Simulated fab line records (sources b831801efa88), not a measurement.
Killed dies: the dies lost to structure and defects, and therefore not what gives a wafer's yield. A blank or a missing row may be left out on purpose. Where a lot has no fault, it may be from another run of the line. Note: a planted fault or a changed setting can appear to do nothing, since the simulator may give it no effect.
Which of the tools did it? :: flow sfqLine :: 21 wafers from 7 lots sampled at 5 of the route's 325 steps

WHAT EACH GAUGE READ, for each wafer
SFQ_M6_OVL_MEAS_940.
lot: L224
measured: day 75 23:28
on: overlay-02
M6_OVL (nm): 0 1 -3

lot: L227
measured: day 76 09:04
on: overlay-02
M6_OVL (nm): -7 -3 -3

lot: L230
measured: day 76 19:52
on: overlay-01
M6_OVL (nm): -2 3 -2

lot: L236
measured: day 77 05:28
on: overlay-01
M6_OVL (nm): 3 6 9

lot: L242
measured: day 79 15:10
on: overlay-02
M6_OVL (nm): -2 -3 8

lot: L244
measured: day 80 23:07
on: overlay-01
M6_OVL (nm): -5 -3 -3

lot: L246
measured: day 82 12:56
on: overlay-02
M6_OVL (nm): 9 6 10

WHICH TOOL RAN EACH LOT (tool, then ch and the chambers of the sampled wafers, then the start)
lot: L224
SFQ_TRILAYER_A5C_DEP_PECVD_142: pecvd-04 ch 0,1,2, day 65 20:03
SFQ_TRILAYER_I5_BARC_OPEN_VIA_ETCH_200: rieDiel-03 ch 2,3, day 65 23:41
SFQ_TRILAYER_I5_STRIP_STRIP_148: rieMetal-03 ch 0,1, day 65 23:52
SFQ_TRILAYER_C5_ETCH_VIA_ETCH_154: rieDiel-01 ch 0,3, day 71 00:07

lot: L227
SFQ_TRILAYER_A5C_DEP_PECVD_142: pecvd-03 ch 0,1,2, day 66 04:27
SFQ_TRILAYER_I5_BARC_OPEN_VIA_ETCH_200: rieDiel-03 ch 1,2,3, day 66 06:46
SFQ_TRILAYER_I5_STRIP_STRIP_148: rieMetal-01 ch 0,1, day 66 06:57
SFQ_TRILAYER_C5_ETCH_VIA_ETCH_154: rieDiel-04 ch 0,2,3, day 71 05:47

lot: L230
SFQ_TRILAYER_A5C_DEP_PECVD_142: pecvd-01 ch 1,2, day 66 16:11
SFQ_TRILAYER_I5_BARC_OPEN_VIA_ETCH_200: rieDiel-03 ch 0,1,3, day 71 13:24
SFQ_TRILAYER_I5_STRIP_STRIP_148: rieMetal-03 ch 0,1, day 71 13:35
SFQ_TRILAYER_C5_ETCH_VIA_ETCH_154: rieDiel-01 ch 0,1,3, day 71 16:53

lot: L236
SFQ_TRILAYER_A5C_DEP_PECVD_142: pecvd-04 ch 0,1,2, day 66 23:23
SFQ_TRILAYER_I5_BARC_OPEN_VIA_ETCH_200: rieDiel-02 ch 0,1,3, day 72 00:12
SFQ_TRILAYER_I5_STRIP_STRIP_148: rieMetal-02 ch 1, day 72 00:23
SFQ_TRILAYER_C5_ETCH_VIA_ETCH_154: rieDiel-01 ch 0,2,3, day 72 04:17

lot: L242
SFQ_TRILAYER_A5C_DEP_PECVD_142: pecvd-01 ch 1,2, day 70 09:04
SFQ_TRILAYER_I5_BARC_OPEN_VIA_ETCH_200: rieDiel-01 ch 0,1,3, day 75 10:18
SFQ_TRILAYER_I5_STRIP_STRIP_148: rieMetal-02 ch 0,1, day 75 10:41
SFQ_TRILAYER_C5_ETCH_VIA_ETCH_154: rieDiel-01 ch 0,1,2, day 79 09:32

lot: L244
SFQ_TRILAYER_A5C_DEP_PECVD_142: pecvd-03 ch 0,1,2, day 71 08:41
SFQ_TRILAYER_I5_BARC_OPEN_VIA_ETCH_200: rieDiel-03 ch 0,2,3, day 76 10:18
SFQ_TRILAYER_I5_STRIP_STRIP_148: rieMetal-01 ch 0, day 76 10:41
SFQ_TRILAYER_C5_ETCH_VIA_ETCH_154: rieDiel-04 ch 0,2, day 80 19:08

lot: L246
SFQ_TRILAYER_A5C_DEP_PECVD_142: pecvd-04 ch 0,1,2, day 80 04:24
SFQ_TRILAYER_I5_BARC_OPEN_VIA_ETCH_200: rieDiel-01 ch 0,1,3, day 80 06:43
SFQ_TRILAYER_I5_STRIP_STRIP_148: rieMetal-02 ch 0,1, day 80 06:54
SFQ_TRILAYER_C5_ETCH_VIA_ETCH_154: rieDiel-04 ch 2,3, day 81 19:14
- SFQ_TRILAYER_A5C_DEP_PECVD_142: deposits SiO2 from SiH4/N2O, time 15.556 s, target thk 70 nm.
- SFQ_TRILAYER_I5_BARC_OPEN_VIA_ETCH_200: etches BARC in O2, target depth 125 nm, time 41.7 s.
- SFQ_TRILAYER_I5_STRIP_STRIP_148: strips in O2.
- SFQ_TRILAYER_C5_ETCH_VIA_ETCH_154: etches SiO2 in CHF3, stops on Nb, target depth 84 nm.

THE ANSWER, worked out from the rows above alone
Rule: what is usual is taken from the lots themselves. The widest of any qualifying gaps counts: lots, ordered by their means at a reading, are off when they make up no more than a third of the lots, leave a main group of 4 or more, and stand apart from it by 3 or more times the standard deviation of that group's means. A main group is skipped when, at the precision printed for the reading in the tables above, its means are all equal. A lot without any number at a reading at which 4 lots or more have one is off too. All remaining lots with rows at the step are treated as sound.
No lot is off at any reading shown: from this, nothing can be told.

WHAT THE SIMULATOR PUT IN
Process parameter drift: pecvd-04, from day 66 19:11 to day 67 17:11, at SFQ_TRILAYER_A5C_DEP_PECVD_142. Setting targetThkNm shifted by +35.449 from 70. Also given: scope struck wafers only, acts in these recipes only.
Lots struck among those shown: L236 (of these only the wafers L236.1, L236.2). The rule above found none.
